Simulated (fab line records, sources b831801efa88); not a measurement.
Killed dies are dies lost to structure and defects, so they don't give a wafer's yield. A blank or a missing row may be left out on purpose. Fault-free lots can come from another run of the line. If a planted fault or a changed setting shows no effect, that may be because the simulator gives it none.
Which tool was responsible? | flow gf180mcu | 42 wafers from 14 lots sampled at 5 of the route's 602 steps

WHAT THE GAUGES SHOWED, per wafer
GF_LVPWELL_OVL_MEAS_07.
lot  | measured    | on         | LVPWELL_OVL (nm)
L421 | day 3 22:18 | overlay-01 | -0.1 1.5 1.1
L422 | day 4 03:24 | overlay-01 | 1.1 2.3 0.4
L423 | day 4 07:53 | overlay-01 | 1.6 0.8 2.2
L424 | day 4 14:02 | overlay-02 | 0.1 -1.0 -0.9
L433 | day 6 20:07 | overlay-01 | 1.3 0.0 -0.6
L434 | day 6 22:17 | overlay-01 | 1.2 -1.1 -0.4
L435 | day 7 03:47 | overlay-02 | 0.7 0.5 1.6
L437 | day 7 13:53 | overlay-01 | 2.9 3.4 3.1
L438 | day 7 19:43 | overlay-02 | -2.3 0.6 0.6
L439 | day 8 02:11 | overlay-01 | 1.0 2.2 0.8
L440 | day 8 07:05 | overlay-01 | 3.3 1.3 2.6
L441 | day 8 13:14 | overlay-01 | 0.4 0.2 -0.1
L442 | day 8 17:25 | overlay-01 | 0.4 0.9 2.2
L443 | day 9 00:44 | overlay-01 | 2.0 3.5 2.1

GF_VT_IMPLANT_RS_MEAS_48: a four-point-probe measurement.
lot  | measured     | on            | LVPWELL_RS (ohm/sq)
L421 | day 7 14:55  | film metro-04 | 1205.6 1200.7 1200.8
L422 | day 7 21:13  | film metro-02 | 1199.9 1197.0 1198.3
L423 | day 8 03:42  | film metro-04 | 1198.7 1199.5 1202.5
L424 | day 8 09:46  | film metro-04 | 1198.4 1200.5 1200.7
L433 | day 11 03:29 | film metro-02 | 1195.3 1196.5 1194.5
L434 | day 11 05:56 | film metro-04 | 1197.6 1197.3 1199.9
L435 | day 11 11:07 | film metro-02 | 1197.4 1201.8 1205.8
L437 | day 12 00:14 | film metro-01 | 1192.8 1192.8 1195.6
L438 | day 12 07:07 | film metro-04 | 1199.5 1197.7 1198.3
L439 | day 12 15:22 | film metro-02 | 1197.6 1194.1 1195.4
L440 | day 12 21:20 | film metro-04 | 1193.9 1194.5 1199.3
L441 | day 13 04:34 | film metro-02 | 1194.5 1196.5 1190.8
L442 | day 13 09:14 | film metro-01 | 1201.7 1199.1 1202.5
L443 | day 13 17:14 | film metro-04 | 1195.9 1196.9 1200.4

GF_PSD_RS_MEAS_14: a four-point-probe measurement.
lot  | measured     | on            | NSD_RS (ohm/sq)
L421 | day 14 05:29 | film metro-03 | 46.11 46.11 46.19
L422 | day 14 10:47 | film metro-04 | 46.07 46.10 46.13
L423 | day 14 22:14 | film metro-03 | 46.10 46.19 46.16
L424 | day 15 08:37 | film metro-02 | 45.92 45.94 45.97
L433 | day 18 20:44 | film metro-03 | 46.37 46.60 46.49
L434 | day 18 22:14 | film metro-03 | 46.44 46.34 46.42
L435 | day 19 05:59 | film metro-03 | 46.15 46.10 46.07
L437 | day 19 23:32 | film metro-02 | 46.05 46.01 46.11
L438 | day 20 08:10 | film metro-02 | 45.96 46.05 46.04
L439 | day 20 19:41 | film metro-03 | 46.01 46.09 46.06
L440 | day 21 06:46 | film metro-03 | 46.03 46.08 46.14
L441 | day 21 10:24 | film metro-04 | 46.23 46.23 46.24
L442 | day 21 18:05 | film metro-02 | 46.10 46.02 45.97
L443 | day 22 03:28 | film metro-04 | 46.14 46.05 46.14

GF_M1_OVL_MEAS_15.
lot  | measured     | on         | M1_OVL (nm)
L421 | day 17 01:02 | overlay-02 | -1 -9 0
L422 | day 17 08:59 | overlay-02 | -5 -7 -5
L423 | day 17 20:17 | overlay-01 | -8 -8 2
L424 | day 18 06:58 | overlay-02 | -6 -6 -4
L433 | day 22 00:23 | overlay-02 | -8 -9 -9
L434 | day 22 01:38 | overlay-01 | 1 -2 1
L435 | day 22 07:59 | overlay-02 | -1 -6 -7
L437 | day 23 01:48 | overlay-01 | -1 -15 -1
L438 | day 23 09:14 | overlay-02 | -3 -4 3
L439 | day 23 20:00 | overlay-01 | -9 -7 -12
L440 | day 24 07:38 | overlay-01 | -2 -2 -6
L441 | day 24 09:42 | overlay-02 | -6 1 1
L442 | day 25 02:51 | overlay-02 | -4 -5 -7
L443 | day 25 01:59 | overlay-02 | -1 1 -3

EACH LOT AND THE TOOL THAT RAN IT (in order: tool; ch and the chambers of the sampled wafers; start)
lot  | GF_NSD_IMPLANT_10
L421 | implanter-04 ch 0, day 13 09:07
L422 | implanter-04 ch 0, day 13 14:46
L423 | implanter-02 ch 0, day 14 01:08
L424 | implanter-02 ch 0, day 14 06:15
L433 | implanter-02 ch 0, day 17 20:07
L434 | implanter-02 ch 0, day 17 21:09
L435 | implanter-01 ch 0, day 18 05:37
L437 | implanter-04 ch 0, day 18 22:15
L438 | implanter-01 ch 0, day 19 07:35
L439 | implanter-04 ch 0, day 19 18:37
L440 | implanter-04 ch 0, day 20 06:02
L441 | implanter-01 ch 0, day 20 09:35
L442 | implanter-02 ch 0, day 20 17:11
L443 | implanter-04 ch 0, day 21 03:37
- GF_NSD_IMPLANT_10

WHAT THE TOOLS THEMSELVES READ (means of the sampled wafers that have a number; where no wafer has one, the mark that the record gives instead)
GF_NSD_IMPLANT_10.
lot  | tool         | dose ions cm2 | faraday current uA
L421 | implanter-04 | 5e+14         | 2779
L422 | implanter-04 | 5e+14         | 2758
L423 | implanter-02 | 5e+14         | 2812
L424 | implanter-02 | 5e+14         | 2745
L433 | implanter-02 | 5e+14         | 2682
L434 | implanter-02 | 5e+14         | 2608
L435 | implanter-01 | 5e+14         | 2789
L437 | implanter-04 | 5e+14         | 2814
L438 | implanter-01 | 5e+14         | 2701
L439 | implanter-04 | 5e+14         | 2762
L440 | implanter-04 | 5e+14         | 2780
L441 | implanter-01 | 5e+14         | 2825
L442 | implanter-02 | 5e+14         | 2772
L443 | implanter-04 | 5e+14         | 2713

THE ANSWER, worked out from the rows above alone
Rule: what is usual is taken from the lots themselves. Put in order of their means at a reading, lots are off if they are a third of the lots or fewer, leave a main group of 4 or more, and stand apart from it by a gap of 3 or more times the standard deviation of the main group's means; of several such gaps the widest counts. Not used: any main group whose means are identical at the precision the tables above print for the reading. Also off: a lot with no number at a reading for which 4 or more lots have one. Any other lot the step has rows for is counted as sound. First the gauges in route order, then the tools' own readings, where a lot's mean is used as printed above. At the first step where some lot is off, the reading lying furthest off is the one used; lots without a number count as furthest.
Nothing can be told from this: no lot is off at any reading shown.

WHAT THE SIMULATOR HAD PUT IN
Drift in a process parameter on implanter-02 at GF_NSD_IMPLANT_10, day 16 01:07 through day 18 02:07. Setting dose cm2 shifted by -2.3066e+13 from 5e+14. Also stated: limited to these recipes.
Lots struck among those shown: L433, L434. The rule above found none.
